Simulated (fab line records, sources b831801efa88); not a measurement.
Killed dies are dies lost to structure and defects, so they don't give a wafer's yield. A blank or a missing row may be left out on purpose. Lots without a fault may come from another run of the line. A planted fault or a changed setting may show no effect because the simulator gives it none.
fab line records | flow sky130
record lots=7 wafers=21 last_day=49
route steps=708 shown RES_PROTECT@212 POLY_GATE@213 PAD_OPEN@708
lots that met no fault: from a run of the same line without faults
start_h: hours from the record's first day to the start of the lot's first wafer shown | wait_h: hours since the lot's step before | " the same as in the row above | L1.1+2: a row that stands for several wafers | - no value, or no start given | * or withheld: withheld | < > ~ a bound
route shown NAME@n: a module of which the file shows steps, and the number in the route of the first | usual: mean/standard deviation of fault-free wafers | same: alike in all rows | chamber/n: place in a boat | sites: the reading at each site | _std_site: their standard deviation | _edge_site: outer sites' mean less inner sites' | radius_mm: how far each site lies from the wafer's centre | mask NAME#n: copy n | behind: the tool/chamber that last shaped the wafer | hold: why the lot was held/for how many hours/how that ended | device: the transistor (n, p or np) that didn't switch | end of line: the same wafers' tests at the end of the route | a step without rows: its recipe alone | killed: dies lost to structure and defects at the first sort, not the wafer's yield | map: a wafer's dies, x killed, . not, _ none there
set.NAME: the setting as run; set.NAME@STEP: as run at that earlier step | model.NAME: the simulator's own value behind a step, which no gauge read
lots at some steps of the route; a table a step, a row a wafer
services: from which hour (start_h, from the record's first day; less than 0 if before it) a tool's chamber was out of use, for how many hours, and why
## steps
# step SKY_RES_PROTECT_DEVELOP_06
# recipe resist=NOVOLAK developer=TMAH develop_time_s=60 dev_temp_c=23
# step SKY_POLY_GATE_IMPLANT_02
# recipe species=P energy_kev=30.54 dose_cm2=7.7e+15 tilt_deg=0
# step SKY_RES_PROTECT_STRIP_07
# recipe chemistry=O2/N2 power_w=1400 pressure_mtorr=1500 platen_temp_c=withheld o2_flow_sccm=3000 n2_flow_sccm=300 overash_fraction=0.5
# usual drypump_motor_current_A=5.6/0.45 oes_product_au=0.515/0.0044 strip_time_to_endpoint_s=23.46/0.043
# same overash_fraction=0.5
# columns lot.wafer tool chamber start_h wait_h drypump_motor_current_A oes_product_au rf_hours_counter_h strip_time_to_endpoint_s
L951.4 plasma_asher-03 0 341.05 0.1 5.6 0.519 - 23.46
L951.5 " 0 " " 5.6 0.513 - 23.45
L951.6 " 1 " " 5.2 0.515 - 23.44
L953.3 plasma_asher-01 0 365.19 0.1 5.3 0.515 - 23.45
L953.5 " 1 " " 6.5 0.517 - 23.46
L953.6 " 0 " " 5.3 0.509 - 23.49
L954.1 plasma_asher-01 1 368.51 0.1 6.5 0.510 24 23.47
L954.2 " 0 " " 5.3 0.519 24 23.46
L954.3 " 0 " " 5.3 0.515 - 23.46
L957.2 plasma_asher-03 0 393.87 0.1 5.6 0.517 72 23.44
L957.5 " 1 " " 5.2 0.512 - 23.44
L957.6 " 0 " " 5.6 0.515 - 23.44
L958.1 plasma_asher-03 1 408.91 0.1 5.2 0.515 73 23.54
L958.3 " 0 " " 5.6 0.512 - 23.46
L958.4 " 1 " " 5.1 0.521 - 23.52
L964.1 plasma_asher-03 0 458.16 0.1 5.6 0.518 3 23.56
L964.3 " 1 " " 5.1 0.516 - 23.53
L964.6 " 1 " " 5.1 0.517 - 23.52
L969.3 plasma_asher-03 1 501.15 0.1 5.1 0.519 - 23.46
L969.5 " 0 " " 5.6 0.518 - 23.49
L969.6 " 1 " " 5.1 0.514 - 23.44
# step SKY_RES_PROTECT_TW_MEAS_08
# usual POLY_GATE_TW=4071/33
# columns lot.wafer tool chamber start_h wait_h POLY_GATE_TW
L951.4 film_metro-02 - 341.15 0.1 4031
L951.5 " - " " 4035
L951.6 " - " " 4031
L953.3 film_metro-02 - 365.28 0.1 4022
L953.5 " - " " 4018
L953.6 " - " " 4035
L954.1 film_metro-02 - 368.61 0.1 4017
L954.2 " - " " 4023
L954.3 " - " " 4030
L957.2 film_metro-02 - 393.98 0.1 4070
L957.5 " - " " 4064
L957.6 " - " " 4054
L958.1 film_metro-02 - 409.01 0.1 4010
L958.3 " - " " 4009
L958.4 " - " " 4008
L964.1 film_metro-04 - 458.26 0.1 4092
L964.3 " - " " 4082
L964.6 " - " " 4087
L969.3 film_metro-02 - 501.23 0.1 4025
L969.5 " - " " 4030
L969.6 " - " " 4041
# step SKY_RES_PROTECT_CLEAN_09
# recipe chemistry=SC1/SC2 mix=1:4:20 temp_c=70 time_s=150 dry=n2_spin
# step SKY_POLY_GATE_CVD_03
# recipe material=Si3N4 precursor=DCS/NH3 target_thk_nm=75 temp_c=770 time_s=1290 pressure_mtorr=250
# step SKY_POLY_GATE_THK_MEAS_04
# recipe reads=Si3N4_of_POLY_GATE_CVD_03
# usual POLY_GATE_CVD_03_THK=75.4/0.72
# columns lot.wafer tool chamber start_h wait_h POLY_GATE_CVD_03_THK[nm]
L951.4 film_metro-04 - 342.62 0.0 75.4
L951.5 " - " " 75.6
L951.6 " - " " 74.8
L953.3 film_metro-01 - 367.66 0.0 74.5
L953.5 " - " " 73.9
L953.6 " - " " 74.2
L954.1 film_metro-04 - 373.04 0.0 74.8
L954.2 " - " " 74.4
L954.3 " - " " 75.2
L957.2 film_metro-04 - 395.45 0.0 75.8
L957.5 " - " " 75.3
L957.6 " - " " 75.0
L958.1 film_metro-01 - 410.47 0.0 75.2
L958.3 " - " " 74.6
L958.4 " - " " 74.8
L964.1 film_metro-04 - 459.73 0.0 74.4
L964.3 " - " " 74.0
L964.6 " - " " 74.6
L969.3 film_metro-04 - 502.71 0.0 74.9
L969.5 " - " " 74.6
L969.6 " - " " 75.3
# step SKY_POLY_GATE_DEHYDRATE_05
# recipe temp_c=200 time_s=60
# step SKY_POLY_GATE_HMDS_06
# recipe prime_time_s=60 prime_temp_c=120
# step SKY_POLY_GATE_COAT_07
# recipe resist=BARC temp_c=withheld time_s=withheld spin_rpm=3000 resist_thk_nm=110
# step SKY_POLY_GATE_COAT_08
# recipe resist=KrF-thick spin_rpm=3000 resist_thk_nm=450
# step SKY_POLY_GATE_SOFTBAKE_09
# recipe temp_c=100 time_s=86.89 resist=KrF-thick
# step SKY_POLY_GATE_EXPOSE_10
# recipe mask_id=P1M na=0.68 source_shape=conventional sigma_outer=0.6 target_cd_nm=150 dose_mj=28
# usual exposure_dose_mJ_cm2=28.010/0.027
# columns lot.wafer tool chamber start_h wait_h mask exposure_dose_mJ_cm2
L951.4 krf_scanner-02 0 357.04 - P1M#0 28.007
L951.5 " 0 " " P1M#0 27.971
L951.6 " 0 " " P1M#0 27.983
L953.3 krf_scanner-01 0 381.36 - P1M#0 28.036
L953.5 " 0 " " P1M#0 28.031
L953.6 " 0 " " P1M#0 28.043
L954.1 krf_scanner-01 0 387.06 - P1M#0 30.625
L954.2 " 0 " " P1M#0 30.617
L954.3 " 0 " " P1M#0 30.628
L957.2 krf_scanner-01 0 410.46 - P1M#0 30.160
L957.5 " 0 " " P1M#0 30.133
L957.6 " 0 " " P1M#0 30.106
L958.1 krf_scanner-01 0 425.24 - P1M#0 30.137
L958.3 " 0 " " P1M#0 30.142
L958.4 " 0 " " P1M#0 30.137
L964.1 krf_scanner-02 0 475.23 - P1M#0 28.002
L964.3 " 0 " " P1M#0 28.033
L964.6 " 0 " " P1M#0 27.983
L969.3 krf_scanner-02 0 518.05 - P1M#0 28.033
L969.5 " 0 " " P1M#0 28.044
L969.6 " 0 " " P1M#0 28.026
# step SKY_POLY_GATE_PEB_11
# recipe peb_temp_c=withheld peb_time_s=withheld resist=KrF-thick
# step SKY_POLY_GATE_DEVELOP_12
# recipe develop_time_s=60 resist=KrF-thick dev_temp_c=21
# step SKY_POLY_GATE_CD_MEAS_13
# recipe target_cd_nm=150
# usual cd_nm=150.5/1.2
# columns lot.wafer tool chamber start_h wait_h cd_nm
L951.4 cd_sem-01 - 370.48 - 148.9
L951.5 " - " " 151.5
L951.6 " - " " 150.3
L953.3 cd_sem-02 - 395.55 - 151.2
L953.5 " - " " 151.9
L953.6 " - " " 152.7
L954.1 cd_sem-01 - 402.02 - 134.6
L954.2 " - " " 135.1
L954.3 " - " " 135.6
L957.2 cd_sem-02 - 425.38 - 138.0
L957.5 " - " " 136.2
L957.6 " - " " 135.9
L958.1 cd_sem-02 - 440.36 - 137.3
L958.3 " - " " 138.3
L958.4 " - " " 136.8
L964.1 cd_sem-02 - 490.70 - 149.7
L964.3 " - " " 148.7
L964.6 " - " " 148.4
L969.3 cd_sem-02 - 533.61 - 151.7
L969.5 " - " " 150.9
L969.6 " - " " 151.5
# step SKY_POLY_GATE_OVL_MEAS_14
# usual POLY_GATE_OVL=3/5.8
# columns lot.wafer tool chamber start_h wait_h POLY_GATE_OVL[nm]
L951.4 overlay-01 - 370.56 0.1 -1
L951.5 " - " " 13
L951.6 " - " " 0
L953.3 overlay-01 - 395.64 0.1 -1
L953.5 " - " " 5
L953.6 " - " " 3
L954.1 overlay-01 - 402.14 0.1 -1
L954.2 " - " " -9
L954.3 " - " " 0
L957.2 overlay-01 - 425.48 0.1 16
L957.5 " - " " 14
L957.6 " - " " 9
L958.1 overlay-02 - 440.51 0.1 7
L958.3 " - " " 8
L958.4 " - " " 4
L964.1 overlay-02 - 490.82 0.1 1
L964.3 " - " " 3
L964.6 " - " " 3
L969.3 overlay-02 - 533.70 0.1 2
L969.5 " - " " -4
L969.6 " - " " 6
# step SKY_POLY_GATE_ETCH_15
# recipe chemistry=N2/H2 target=BARC ion_energy_ev=200 source_w=500 bias_w=100 pressure_mtorr=30 n2_flow_sccm=100 h2_flow_sccm=200 stop_on=SiO2 time_s=118.5 target_depth_a=1100
# usual drypump_motor_current_A=5.8/0.36 oes_product_au=0.717/0.0045 throttle_valve_pct=13.215/0.01
# columns lot.wafer tool chamber start_h wait_h drypump_motor_current_A oes_product_au rf_hours_counter_h throttle_valve_pct model.POLY_GATE.cd_nm
L951.4 rie_diel-01 1 370.58 0.0 5.5 0.722 35 13.207 147.7
L951.5 " 0 " " 6.0 0.717 - 13.217 149.3
L951.6 " 3 " " 6.0 0.717 - 13.202 152.5
L953.3 rie_diel-01 1 395.66 0.0 5.5 0.712 36 13.224 150.1
L953.5 " 1 " " 5.5 0.720 - 13.203 151.2
L953.6 " 0 " " 5.9 0.716 - 13.216 149.4
L954.1 rie_diel-04 3 402.18 0.0 6.2 0.718 6 13.216 132.7
L954.2 " 1 " " 5.6 0.716 88 13.212 133.7
L954.3 " 0 " " 5.9 0.724 10 13.231 134.3
L957.2 rie_diel-02 3 425.51 0.0 5.5 0.713 2 13.205 138.3
L957.5 " 3 " " 5.4 0.721 - 13.211 136.4
L957.6 " 0 " " 5.1 0.718 - 13.210 135.3
L958.1 rie_diel-01 1 440.54 0.0 5.5 0.718 37 13.206 137.5
L958.3 " 0 " " 5.9 0.715 20 13.216 135.4
L958.4 " 3 " " 6.0 0.726 12 13.212 138.7
L964.1 rie_diel-01 3 490.86 0.0 6.0 0.711 13 13.221 151.5
L964.3 " 2 " " 5.6 0.717 56 13.208 148
L964.6 " 3 " " 6.0 0.710 - 13.206 150.2
L969.3 rie_diel-01 3 533.73 0.0 6.0 0.717 14 13.212 153.2
L969.5 " 3 " " 6.0 0.709 - 13.212 152.1
L969.6 " 2 " " 5.6 0.717 - 13.213 151.1
# step SKY_POLY_GATE_ETCH_16
# recipe stop_on=poly-Si chemistry=CH3F/O2 target=Si3N4 source_w=400 bias_w=80 pressure_mtorr=25 ch3f_flow_sccm=40 O2_flow_sccm=30 time_s=147.5 target_depth_a=750
# usual drypump_motor_current_A=5.8/0.36 oes_product_au=0.642/0.0046 throttle_valve_pct=10.535/0.0086
# columns lot.wafer tool chamber start_h wait_h drypump_motor_current_A oes_product_au rf_hours_counter_h throttle_valve_pct
L951.4 rie_diel-01 1 370.66 0.0 5.5 0.643 35 10.529
L951.5 " 0 " " 5.9 0.650 - 10.544
L951.6 " 3 " " 6.0 0.640 - 10.527
L953.3 rie_diel-01 1 395.74 0.0 5.5 0.642 36 10.522
L953.5 " 1 " " 5.5 0.645 - 10.541
L953.6 " 0 " " 5.9 0.638 - 10.537
L954.1 rie_diel-04 3 402.26 0.0 6.2 0.634 7 10.545
L954.2 " 1 " " 5.6 0.634 88 10.541
L954.3 " 0 " " 5.8 0.643 11 10.528
L957.2 rie_diel-02 3 425.59 0.0 5.5 0.651 2 10.536
L957.5 " 3 " " 5.5 0.638 - 10.537
L957.6 " 0 " " 5.1 0.638 - 10.540
L958.1 rie_diel-01 1 440.63 0.0 5.5 0.645 37 10.541
L958.3 " 0 " " 5.9 0.637 20 10.539
L958.4 " 3 " " 6.0 0.640 12 10.553
L964.1 rie_diel-01 3 490.94 0.0 6.0 0.636 13 10.522
L964.3 " 2 " " 5.6 0.636 56 10.548
L964.6 " 3 " " 6.0 0.637 - 10.557
L969.3 rie_diel-01 3 533.81 0.0 6.0 0.640 14 10.513
L969.5 " 3 " " 6.0 0.640 - 10.542
L969.6 " 2 " " 5.6 0.643 - 10.523
# step SKY_POLY_GATE_ETCH_17
# recipe target_depth_nm=180 stop_on=SiO2 over_etch_frac=0.56667 chemistry=HBr/Cl2 target=poly-Si icp_w=400 bias_w=100 pressure_mtorr=10 HBr_flow_sccm=150 Cl2_flow_sccm=50 time_s=70.5
# usual drypump_motor_current_A=5.9/0.55 oes_product_au=0.986/0.0084 throttle_valve_pct=33.684/0.0093
# columns lot.wafer tool chamber start_h wait_h drypump_motor_current_A oes_product_au rf_hours_counter_h throttle_valve_pct model.POLY_GATE.cd_nm
L951.4 rie_si-01 3 370.76 0.0 5.8 0.984 49 33.678 148.3
L951.5 " 0 " " 6.6 0.998 - 33.677 150.8
L951.6 " 3 " " 5.8 0.978 - 33.685 152.4
L953.3 rie_si-02 2 395.84 0.0 5.8 0.994 73 33.693 150.2
L953.5 " 1 " " 6.5 0.993 - 33.672 151.3
L953.6 " 2 " " 5.8 0.996 - 33.686 150.1
L954.1 rie_si-02 0 402.36 0.0 5.8 0.973 3 33.699 133.8
L954.2 " 3 " " 5.4 0.977 6 33.680 135.6
L954.3 " 1 " " 6.4 0.992 6 33.703 134.2
L957.2 rie_si-01 2 425.69 0.0 6.2 0.996 4 33.686 139.4
L957.5 " 1 " " 4.9 0.997 - 33.677 138.4
L957.6 " 2 " " 6.2 0.983 - 33.685 136.9
L958.1 rie_si-02 1 440.73 0.0 6.4 0.985 6 33.690 137.7
L958.3 " 3 " " 5.4 0.982 7 33.665 137
L958.4 " 0 " " 5.8 0.989 3 33.684 137.9
L964.1 rie_si-01 2 491.04 0.0 6.2 0.993 5 33.683 151.9
L964.3 " 0 " " 6.6 0.988 5 33.687 149.4
L964.6 " 0 " " 6.6 0.983 - 33.700 151.8
L969.3 rie_si-02 0 533.91 0.0 5.8 0.974 4 33.691 151.4
L969.5 " 1 " " 6.5 0.969 - 33.699 151
L969.6 " 2 " " 5.9 0.980 - 33.684 150.3
# step SKY_POLY_GATE_STRIP_18
# recipe chemistry=O2/N2 power_w=1400 pressure_mtorr=1500 platen_temp_c=withheld o2_flow_sccm=3000 n2_flow_sccm=300 overash_fraction=0.5
# usual drypump_motor_current_A=5.5/0.44 oes_product_au=0.360/0.0046 strip_time_to_endpoint_s=3.16/0.035
# same overash_fraction=0.5
# columns lot.wafer tool chamber start_h wait_h drypump_motor_current_A oes_product_au rf_hours_counter_h strip_time_to_endpoint_s
L951.4 plasma_asher-03 1 370.85 0.1 5.2 0.362 - 3.19
L951.5 " 0 " " 5.6 0.357 - 3.15
L951.6 " 1 " " 5.2 0.358 - 3.23
L953.3 plasma_asher-03 0 395.93 0.1 5.6 0.363 - 3.16
L953.5 " 0 " " 5.6 0.368 - 3.16
L953.6 " 1 " " 5.1 0.357 - 3.12
L954.1 plasma_asher-04 1 402.41 0.0 5.7 0.363 54 3.19
L954.2 " 0 " " 5.1 0.366 54 3.23
L954.3 " 1 " " 5.7 0.359 - 3.14
L957.2 plasma_asher-01 0 425.75 0.0 5.3 0.363 29 3.16
L957.5 " 0 " " 5.3 0.362 - 3.13
L957.6 " 1 " " 6.5 0.365 - 3.12
L958.1 plasma_asher-03 1 440.78 0.0 5.1 0.360 1 3.19
L958.3 " 1 " " 5.2 0.360 - 3.12
L958.4 " 0 " " 5.6 0.363 - 3.21
L964.1 plasma_asher-01 0 491.10 0.0 5.3 0.361 36 3.17
L964.3 " 1 " " 6.5 0.356 - 3.18
L964.6 " 0 " " 5.3 0.364 - 3.19
L969.3 plasma_asher-03 1 534.00 0.1 5.1 0.355 - 3.21
L969.5 " 1 " " 5.2 0.367 - 3.20
L969.6 " 0 " " 5.6 0.361 - 3.17
# step SKY_PAD_OPEN_PROBE_99
# usual killed_at_M0_to_M3=42/7.2 killed_at_M4_up=3.5/1.8 killed_at_contacts=25/5.7 killed_at_front_end=16/4.6 killed_at_other=0.2/0.41 killed_dies=86/9.3 killed_open=47/6.3 killed_short=39/5.9
# same gross_dies=492 killed_at_back_side=0
# columns lot.wafer tool chamber start_h wait_h killed_at_M0_to_M3 killed_at_M4_up killed_at_contacts killed_at_front_end killed_at_other killed_dies killed_open killed_short model.etest.pfet_01v8.r_on_ohm_um model.etest.pfet_g5v0d10v5.r_on_ohm_um model.etest.res_poly.line_ohm_um model.etest.nfet_01v8.r_on_ohm_um model.etest.nfet_g5v0d10v5.r_on_ohm_um model.etest.sonos_uncharged.r_on_ohm_um model.etest.nfet_01v8_lvt.drive_ua_um model.etest.res_high_po.line_ohm_um
L951.4 prober-02 - 1077.58 0.2 35 2 17 16 0 70 38 32 2931 4807 522.9 837.9 1914 803.9 578.3 750.5
L951.5 prober-02 - 1077.63 0.2 48 0 21 12 0 81 42 39 2999 4775 490.8 854.4 1913 812.7 566.2 712.1
L951.6 prober-02 - 1077.68 0.2 39 3 22 9 0 73 44 29 2995 4797 496.8 858.3 1913 822.9 569.8 740.6
L953.3 prober-02 - 1097.42 0.2 43 6 32 16 0 97 55 42 2972 4846 511.8 840.2 1906 829.1 576.5 745
L953.5 prober-02 - 1097.52 0.2 38 5 37 14 0 94 56 38 2933 4770 513.2 845.9 1885 823 568 741.2
L953.6 prober-02 - 1097.57 0.2 49 3 23 18 0 93 48 45 2934 4842 524.2 833.8 1896 822.3 580.3 757.4
L954.1 prober-02 - 1101.09 0.1 43 2 30 21 0 96 55 37 2646 4571 613.6 749.1 1827 774.9 628.8 793.1
L954.2 prober-02 - 1101.14 0.1 52 8 29 19 0 108 61 43 2636 4588 610.8 756.4 1815 762.4 620.1 796.6
L954.3 prober-02 - 1101.19 0.2 39 4 30 13 0 86 60 26 2636 4594 609.3 762.7 1816 780.7 615.1 779.2
L957.2 prober-01 - 1115.98 0.1 39 3 30 9 0 81 45 36 2669 4647 571 800.2 1835 773.6 593.4 750.7
L957.5 prober-01 - 1116.13 0.2 40 8 35 19 1 103 57 46 2669 4633 596.6 795.4 1834 762.2 597.9 790.2
L957.6 prober-01 - 1116.18 0.2 42 2 31 17 0 92 44 46 2680 4607 596.4 789.2 1820 772.1 601.4 771.5
L958.1 prober-02 - 1125.62 0.1 43 5 23 14 1 86 49 37 2676 4636 580.1 793.2 1867 786.8 595.2 773.2
L958.3 prober-02 - 1125.72 0.2 38 0 35 22 0 95 51 41 2648 4651 586.6 773.4 1854 792 608.7 777.6
L958.4 prober-02 - 1125.77 0.2 33 2 28 20 0 83 50 33 2683 4720 584.8 777.5 1878 786.6 606.9 779.1
L964.1 prober-02 - 1155.80 0.1 54 3 26 22 0 105 63 42 3009 4789 494.2 848.2 1921 804.9 562.1 726.8
L964.3 prober-02 - 1155.90 0.2 40 3 27 15 0 85 50 35 2921 4728 515.3 832.2 1921 802.2 572.4 732.9
L964.6 prober-02 - 1156.05 0.2 55 2 20 18 0 95 42 53 2997 4859 494.6 824.5 1951 815.9 571.9 725.7
L969.3 prober-01 - 1182.12 0.2 43 4 22 13 1 83 40 43 2939 4789 511.6 851.6 1908 808.8 565.6 758.2
L969.5 prober-01 - 1182.22 0.2 43 3 33 7 1 87 42 45 2931 4747 508.5 845.9 1915 822 576.9 743.8
L969.6 prober-01 - 1182.27 0.2 43 5 24 15 0 87 44 43 2901 4756 510.9 831.3 1908 821.3 574.8 746.2
# killed by level:class
L951.4 VIA2:geometric_particle:open=10 CONTACT:geometric_particle:open=8 FIELD_ISO:geometric_particle:short=6 VIA3:geometric_particle:open=6 VIA1:geometric_particle:open=5 POLY_GATE:geometric_particle:short=4 LI_CONTACT:geometric_particle:short=4 METAL2:geometric_particle:short=4
L951.5 CONTACT:geometric_particle:open=11 METAL1:geometric_particle:short=8 VIA1:geometric_particle:open=7 VIA3:geometric_particle:open=7 VIA2:geometric_particle:open=6 VIA1:geometric_particle:short=6 LI_CONTACT:geometric_particle:open=5 VIA2:geometric_particle:short=5
L951.6 VIA1:geometric_particle:open=9 CONTACT:geometric_particle:open=7 VIA2:geometric_particle:open=7 LI_CONTACT:geometric_particle:open=6 LOCAL_INTERCONNECT:geometric_particle:short=5 VIA2:geometric_particle:short=5 METAL3:geometric_particle:short=4 VIA3:geometric_particle:open=4
L953.3 CONTACT:geometric_particle:open=13 VIA1:geometric_particle:open=12 LOCAL_INTERCONNECT:geometric_particle:short=7 VIA2:geometric_particle:open=7 METAL2:geometric_particle:short=6 LI_CONTACT:geometric_particle:open=5 FIELD_ISO:geometric_particle:open=5 CONTACT:geometric_particle:short=4
L953.5 CONTACT:geometric_particle:open=16 LI_CONTACT:geometric_particle:open=11 VIA1:geometric_particle:open=9 VIA2:geometric_particle:open=5 METAL1:geometric_particle:short=5 METAL2:geometric_particle:short=5 METAL4:geometric_particle:short=5 SPACER:geometric_particle:short=4
L953.6 VIA1:geometric_particle:open=16 LI_CONTACT:geometric_particle:open=9 METAL1:geometric_particle:short=7 VIA1:geometric_particle:short=7 FIELD_ISO:geometric_particle:short=5 VIA3:geometric_particle:open=5 LOCAL_INTERCONNECT:geometric_particle:short=4 CONTACT:geometric_particle:short=4
L954.1 CONTACT:geometric_particle:open=15 VIA1:geometric_particle:open=11 LI_CONTACT:geometric_particle:open=7 METAL2:geometric_particle:short=7 POLY_GATE:geometric_particle:open=5 VIA3:geometric_particle:open=5 FIELD_ISO:geometric_particle:open=4 LOCAL_INTERCONNECT:geometric_particle:short=4
L954.2 CONTACT:geometric_particle:open=15 VIA1:geometric_particle:open=13 VIA3:geometric_particle:open=10 VIA1:geometric_particle:short=7 METAL4:geometric_particle:short=6 VIA2:geometric_particle:open=6 FIELD_ISO:geometric_particle:open=5 POLY_GATE:geometric_particle:short=4
L954.3 CONTACT:geometric_particle:open=14 VIA1:geometric_particle:open=12 VIA3:geometric_particle:open=10 LI_CONTACT:geometric_particle:open=6 CONTACT:geometric_particle:short=5 LI_CONTACT:geometric_particle:short=4 VIA1:geometric_particle:short=4 METAL2:geometric_particle:short=4
L957.2 CONTACT:geometric_particle:open=12 CONTACT:geometric_particle:short=8 VIA3:geometric_particle:open=8 VIA2:geometric_particle:open=7 VIA1:geometric_particle:open=6 LI_CONTACT:geometric_particle:open=5 LOCAL_INTERCONNECT:geometric_particle:short=4 METAL2:geometric_particle:short=4
L957.5 CONTACT:geometric_particle:open=14 VIA1:geometric_particle:open=11 LI_CONTACT:geometric_particle:open=10 FIELD_ISO:geometric_particle:short=8 METAL2:geometric_particle:short=8 METAL4:geometric_particle:short=7 LOCAL_INTERCONNECT:geometric_particle:short=7 VIA2:geometric_particle:open=6
L957.6 LI_CONTACT:geometric_particle:open=12 CONTACT:geometric_particle:open=9 VIA2:geometric_particle:short=7 VIA3:geometric_particle:open=7 CONTACT:geometric_particle:short=6 METAL3:geometric_particle:short=6 VIA3:geometric_particle:short=5 SPACER:geometric_particle:short=4
L958.1 VIA1:geometric_particle:open=12 CONTACT:geometric_particle:open=9 VIA3:geometric_particle:open=7 POLY_GATE:geometric_particle:short=5 VIA2:geometric_particle:open=5 CONTACT:geometric_particle:short=5 LOCAL_INTERCONNECT:geometric_particle:short=4 METAL1:geometric_particle:short=4
L958.3 CONTACT:geometric_particle:open=19 VIA1:geometric_particle:open=9 FIELD_ISO:geometric_particle:short=8 LI_CONTACT:geometric_particle:short=6 VIA3:geometric_particle:open=5 LI_CONTACT:geometric_particle:open=5 METAL2:geometric_particle:short=5 VIA2:geometric_particle:open=5
L958.4 CONTACT:geometric_particle:open=17 VIA1:geometric_particle:open=13 POLY_GATE:geometric_particle:short=9 LI_CONTACT:geometric_particle:open=6 VIA1:geometric_particle:short=4 POLY_GATE:geometric_particle:open=3 CONTACT:geometric_particle:short=3 METAL1:geometric_particle:short=3
L964.1 VIA1:geometric_particle:open=16 METAL1:geometric_particle:short=12 LI_CONTACT:geometric_particle:open=11 CONTACT:geometric_particle:open=9 METAL2:geometric_particle:short=7 FIELD_ISO:geometric_particle:open=6 FIELD_ISO:geometric_particle:short=6 VIA2:geometric_particle:open=5
L964.3 CONTACT:geometric_particle:open=11 LI_CONTACT:geometric_particle:open=8 VIA2:geometric_particle:open=8 METAL2:geometric_particle:short=8 FIELD_ISO:geometric_particle:open=6 CONTACT:geometric_particle:short=5 FIELD_ISO:geometric_particle:short=4 VIA1:geometric_particle:open=4
L964.6 METAL2:geometric_particle:short=10 VIA1:geometric_particle:open=9 METAL1:geometric_particle:short=9 VIA3:geometric_particle:open=8 CONTACT:geometric_particle:short=6 FIELD_ISO:geometric_particle:short=5 LI_CONTACT:geometric_particle:open=5 VIA2:geometric_particle:open=5
L969.3 VIA1:geometric_particle:open=10 LOCAL_INTERCONNECT:geometric_particle:short=7 VIA2:geometric_particle:short=6 FIELD_ISO:geometric_particle:short=5 LI_CONTACT:geometric_particle:open=5 VIA1:geometric_particle:short=5 VIA2:geometric_particle:open=5 LI_CONTACT:geometric_particle:short=4
L969.5 VIA1:geometric_particle:open=10 CONTACT:geometric_particle:open=9 LOCAL_INTERCONNECT:geometric_particle:short=9 METAL1:geometric_particle:short=9 LI_CONTACT:geometric_particle:open=6 METAL2:geometric_particle:short=6 VIA2:geometric_particle:open=6 CONTACT:geometric_particle:short=5
L969.6 VIA1:geometric_particle:open=10 CONTACT:geometric_particle:open=8 METAL2:geometric_particle:short=7 VIA2:geometric_particle:open=6 LI_CONTACT:geometric_particle:open=5 METAL1:geometric_particle:short=5 VIA2:geometric_particle:short=5 POLY_GATE:geometric_particle:open=4
## services
# columns tool chamber start_h hours kind
rie_diel-01 2 320.89 7.3 repair
rie_si-02 - 351.17 2.8 pm
rie_si-01 1 356.85 11.6 repair
krf_scanner-02 - 376.72 2.2 repair
krf_scanner-01 - 379.01 2.3 repair
krf_scanner-02 - 381.04 1.6 repair
krf_scanner-02 - 390.94 4.0 pm
krf_scanner-01 - 394.96 3.6 pm
krf_scanner-01 - 398.52 1.3 pm
plasma_asher-03 - 421.25 9.0 pm
krf_scanner-01 - 423.36 1.0 pm
rie_si-02 1 424.82 4.7 repair
krf_scanner-02 - 425.08 4.4 pm
krf_scanner-01 - 426.47 2.4 repair
plasma_asher-03 - 438.06 2.0 repair
plasma_asher-01 - 439.25 2.6 repair
rie_diel-01 0 459.92 3.1 repair
rie_si-02 3 471.82 8.0 repair
krf_scanner-01 - 476.53 0.8 pm
rie_diel-01 - 497.04 0.1 repair
krf_scanner-01 - 497.27 0.4 repair
krf_scanner-01 - 511.32 0.3 repair
krf_scanner-01 - 517.17 4.4 pm
krf_scanner-01 - 525.10 1.7 repair
## key
first_sign step=SKY_POLY_GATE_EXPOSE_10 reading=exposure_dose_mJ_cm2 direction=up sigmas=85 usual=* struck=*
effect step=SKY_POLY_GATE_CD_MEAS_13 reading=cd_nm direction=down sigmas=12 usual=150.5 struck=136.4 through=control_loop
model_effect step=SKY_POLY_GATE_ETCH_15 value=POLY_GATE.cd_nm without=149.2 struck=135.8
model_effect step=SKY_POLY_GATE_ETCH_17 value=POLY_GATE.cd_nm without=150.1 struck=136.8
model_effect step=SKY_PAD_OPEN_PROBE_99 value=etest.pfet_01v8.r_on_ohm_um without=2854 struck=2660
met_at SKY_POLY_GATE_EXPOSE_10
struck_wafers L954.1,L954.2,L954.3,L957.2,L957.5,L957.6,L958.1,L958.3,L958.4
tester_left_out L954,L957,L958
loop_trim step=SKY_POLY_GATE_EXPOSE_10 setting=dose lots=L957,L958
onset_between 381.36 387.06
fault kind=process_parameter_drift tool=krf_scanner-01 chamber=- onset_h=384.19 steps=SKY_POLY_GATE_EXPOSE_10 channel=dose_mj offset=2.6135 shape=step acts_in=these_recipes_only stated=28
# tester_left_out: of these lots the tester's yield and bins aren't shown, on N5 and GAA mostly nor the transistor test; their killed dies are dies lost to structure and defects alone, not to doping, threshold or leakage, so they don't give the yield
# loop_trim: a control loop set the setting to another value than it would have without faults
